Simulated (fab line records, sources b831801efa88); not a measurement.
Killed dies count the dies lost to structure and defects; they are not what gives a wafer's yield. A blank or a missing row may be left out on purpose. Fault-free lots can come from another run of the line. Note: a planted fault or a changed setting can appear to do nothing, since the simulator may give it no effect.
Struck lot and sound lot, side by side || flow sfq-line || 42 out of 325 route steps
Sound: these wafers, L179.1, L179.2, L179.4. Struck: wafer L170.1. (L170.2, L170.6 of the same lot were not struck and are left out.) The cause comes at the end.
For every step that has rows: the tool of each side, followed by ch and its chambers, followed by its first start. Under that, the readings that differ: sound wafers || struck wafers || difference of the means || sigmas: that difference in standard deviations of wafers without a fault.
alike: same words and numbers on both sides, and readings whose means sit less than 2 such deviations apart. not compared: any withheld reading, any reading some wafer has no value for, any bound like >300 that may hide the same value, and any number with overlapping values for which the record gives no deviation.
A row with sigmas, a row that says differs or no value, or rows on one side alone: a step with any of these is where the two part. Numbers that don't overlap but have no deviation are shown without sigmas and don't part them. A reading missing from all wafers of one side parts the sides only when that side holds two or more wafers.

first, 6 steps without rows for these wafers: SFQ_TRILAYER_L0_VIA_LITHO_COAT_018 (resist thk 62 nm); SFQ_TRILAYER_L0_VIA_LITHO_COAT_013 (resist thk 650 nm); SFQ_TRILAYER_L0_VIA_LITHO_SOFTBAKE_017; SFQ_TRILAYER_L0_VIA_LITHO_EXPOSE_014 (exposes mask L0V, target cd 700 nm); SFQ_TRILAYER_L0_VIA_LITHO_PEB_016 (peb time 60 s); SFQ_TRILAYER_L0_VIA_LITHO_DEVELOP_015 (time 60 s).
SFQ_L0V_OVL_MEAS_903:
  sound: overlay-02 at day 9 16:35; struck: overlay-02 at day 7 12:14
  alike: L0V_OVL
then, 2 steps without rows for these wafers: SFQ_TRILAYER_L0_VIA_BARC_OPEN_VIA_ETCH_021 (etches BARC in O2, target depth 125 nm, time 41.7 s); SFQ_TRILAYER_L0_VIA_ETCH_VIA_ETCH_016 (etches SiO2 in CHF3, stops on MoNx KI, target depth 80 nm).
SFQ_TRILAYER_L0_VIA_STRIP_STRIP_017: strips in O2.
  sound on rie-metal-04 ch 0, day 9 16:42; struck on rie-metal-03 ch 1, day 7 12:21
  alike: drypump-motor-current-A, oes-product-au, platen-temp-c
  not compared: rf-hours-counter-h
then, 2 steps without rows for these wafers: SFQ_TRILAYER_L0_VIA_STRIP_SOLV_CLEAN_018 (cleans in NMP, time 600 s); SFQ_TRILAYER_M0_DEP_PRE_CLEAN_020 (time 15 s).
SFQ_TRILAYER_M0_DEP_SPUTTER_019: material Nb, target thk 200 nm, time 133.3 s.
  sound: pvd-sputter-05 at day 9 18:06; struck: pvd-sputter-03 at day 7 13:09
{"reading": "cathode-dc-power-W (W)", "sound": "1999.7 2000.2 2000.1", "struck": 2000.9, "difference": "+0.9", "sigmas": "+2"}
{"reading": "throttle-valve-pct (%)", "sound": "31.0 29.8 31.3", "struck": 28.9, "difference": -1.8, "sigmas": -2}
{"reading": "model.Nb_of_TRILAYER_M0_DEP_SPUTTER_019.thk-nm (nm)", "sound": "191.9 195.6 197.1", "struck": 219.3, "difference": "+24.4", "sigmas": ""}
SFQ_M0_RS_MEAS_904: measurement is done with a four-point probe.
  sound: film-metro-04 at day 9 18:11; struck: film-metro-03 at day 7 13:14
{"reading": "M0_NB_RS (ohm/sq)", "sound": "0.929 0.912 0.903", "struck": 0.810, "difference": -0.105, "sigmas": -8}
then, 6 steps without rows for these wafers: SFQ_TRILAYER_M0_LITHO_COAT_026 (resist thk 62 nm); SFQ_TRILAYER_M0_LITHO_COAT_021 (resist thk 600 nm); SFQ_TRILAYER_M0_LITHO_SOFTBAKE_025; SFQ_TRILAYER_M0_LITHO_EXPOSE_022 (exposes mask M0, target cd 500 nm); SFQ_TRILAYER_M0_LITHO_PEB_024 (peb time 60 s); SFQ_TRILAYER_M0_LITHO_DEVELOP_023 (time 60 s).
-- the record jumps here: 2 days lie between the struck wafers' starts before and after --
SFQ_M0_OVL_MEAS_906:
  sound: overlay-02 at day 12 08:27; struck: overlay-02 at day 9 23:24
  alike: M0_OVL
SFQ_TRILAYER_M0_BARC_OPEN_METAL_ETCH_031: etches BARC in O2, target depth 125 nm, time 41.7 s.
  sound on rie-metal-01 ch 0,1, day 12 08:29; struck on rie-metal-02 ch 1, day 9 23:26
  alike: drypump-motor-current-A, oes-product-au
  not compared: rf-hours-counter-h
SFQ_TRILAYER_M0_ETCH_METAL_ETCH_024: etches Nb in Cl2/Ar, stops on SiO2, target depth 240 nm, time 120 s.
  sound on rie-metal-01 ch 0,1, day 12 08:33; struck on rie-metal-02 ch 1, day 9 23:30
{"reading": "oes-product-au (a.u.)", "sound": "0.874 0.889 0.885", "struck": 0.944, "difference": "+0.061", "sigmas": "+7"}
  alike: drypump-motor-current-A
  not compared: rf-hours-counter-h
then, 2 steps without rows for these wafers: SFQ_TRILAYER_M0_STRIP_STRIP_025 (strips in O2); SFQ_TRILAYER_M0_STRIP_SOLV_CLEAN_026 (cleans in NMP, time 600 s).
SFQ_TRILAYER_I0_DEP_PECVD_027: deposits SiO2 from SiH4/N2O, time 111.11 s, target thk 500 nm.
  sound on pecvd-04 ch 0,1,2, day 12 09:27; struck on pecvd-01 ch 1, day 10 00:26
{"reading": "heater-power-w (W)", "sound": "83 67 65", "struck": 93, "difference": "+21", "sigmas": "+2"}
{"reading": "throttle-valve-pct (%)", "sound": "22.2 23.8 22.5", "struck": 25.2, "difference": "+2.4", "sigmas": "+2"}
then, 1 step without rows for these wafers: SFQ_TRILAYER_I0_CMP_CMP_028 (polishes SiO2).
SFQ_I0_BOW_MEAS_907:
  sound: film-metro-02 at day 12 17:38; struck: film-metro-04 at day 10 03:31
  alike: I0_BOW
then, 7 steps without rows for these wafers: SFQ_TRILAYER_I0_METRO_MEASURE_029; SFQ_TRILAYER_I0_VIA_LITHO_COAT_036 (resist thk 62 nm); SFQ_TRILAYER_I0_VIA_LITHO_COAT_031 (resist thk 650 nm); SFQ_TRILAYER_I0_VIA_LITHO_SOFTBAKE_035; SFQ_TRILAYER_I0_VIA_LITHO_EXPOSE_032 (exposes mask I0, target cd 500 nm); SFQ_TRILAYER_I0_VIA_LITHO_PEB_034 (peb time 60 s); SFQ_TRILAYER_I0_VIA_LITHO_DEVELOP_033 (time 60 s).
-- the record jumps here: 3 days lie between the struck wafers' starts before and after --
SFQ_I0_OVL_MEAS_908:
  sound: overlay-01 at day 15 10:49; struck: overlay-02 at day 12 20:25
  alike: I0_OVL
SFQ_TRILAYER_I0_VIA_BARC_OPEN_VIA_ETCH_046: etches BARC in O2, target depth 125 nm, time 41.7 s.
  sound on rie-diel-02 ch 0,1,3, day 15 10:50; struck on rie-diel-01 ch 2, day 12 20:26
{"reading": "rf-hours-counter-h (h)", "sound": "0 33 2", "struck": 102, "difference": "+90", "sigmas": ""}
  alike: drypump-motor-current-A, oes-product-au
then, 1 step without rows for these wafers: SFQ_TRILAYER_I0_VIA_ETCH_VIA_ETCH_034 (etches SiO2 in CHF3, stops on Nb, target depth 260 nm).
SFQ_TRILAYER_I0_VIA_STRIP_STRIP_035: strips in O2.
  sound on rie-metal-03 ch 0,1, day 15 10:59; struck on rie-metal-01 ch 1, day 12 20:35
  alike: drypump-motor-current-A, oes-product-au, platen-temp-c
  not compared: rf-hours-counter-h
then, 2 steps without rows for these wafers: SFQ_TRILAYER_I0_VIA_STRIP_SOLV_CLEAN_036 (cleans in NMP, time 600 s); SFQ_TRILAYER_M1_DEP_PRE_CLEAN_038 (time 22.5 s).
-- the record jumps here: 59 days lie between the struck wafers' starts before and after --
SFQ_M8_BOW_MEAS_951:
  sound: film-metro-04 at day 74 01:31; struck: film-metro-04 at day 72 04:34
{"reading": "model.etest.m0.ohm-um", "sound": "1.839 1.801 1.789", "struck": 1.623, "difference": -0.187, "sigmas": ""}
{"reading": "model.etest.m0.ohm-sq", "sound": "0.9264 0.9088 0.9019", "struck": 0.8105, "difference": -0.1019, "sigmas": ""}
{"reading": "model.etest.i0.link-ohm", "sound": "2.028 2.002 1.996", "struck": 1.888, "difference": -0.121, "sigmas": ""}
  alike: M8_BOW

## WHERE THEY PART
First at SFQ_TRILAYER_M0_DEP_SPUTTER_019; last, within this record, at SFQ_TRILAYER_I0_DEP_PECVD_027. Later steps at which nothing parts them and some readings are alike: SFQ_I0_BOW_MEAS_907, SFQ_I0_OVL_MEAS_908, SFQ_TRILAYER_I0_VIA_BARC_OPEN_VIA_ETCH_046, SFQ_TRILAYER_I0_VIA_STRIP_STRIP_035, SFQ_M8_BOW_MEAS_951.

WHY: whatever the simulator had introduced
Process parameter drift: pvd-sputter-03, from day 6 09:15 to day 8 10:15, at SFQ_TRILAYER_M0_DEP_SPUTTER_019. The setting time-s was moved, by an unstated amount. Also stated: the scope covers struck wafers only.
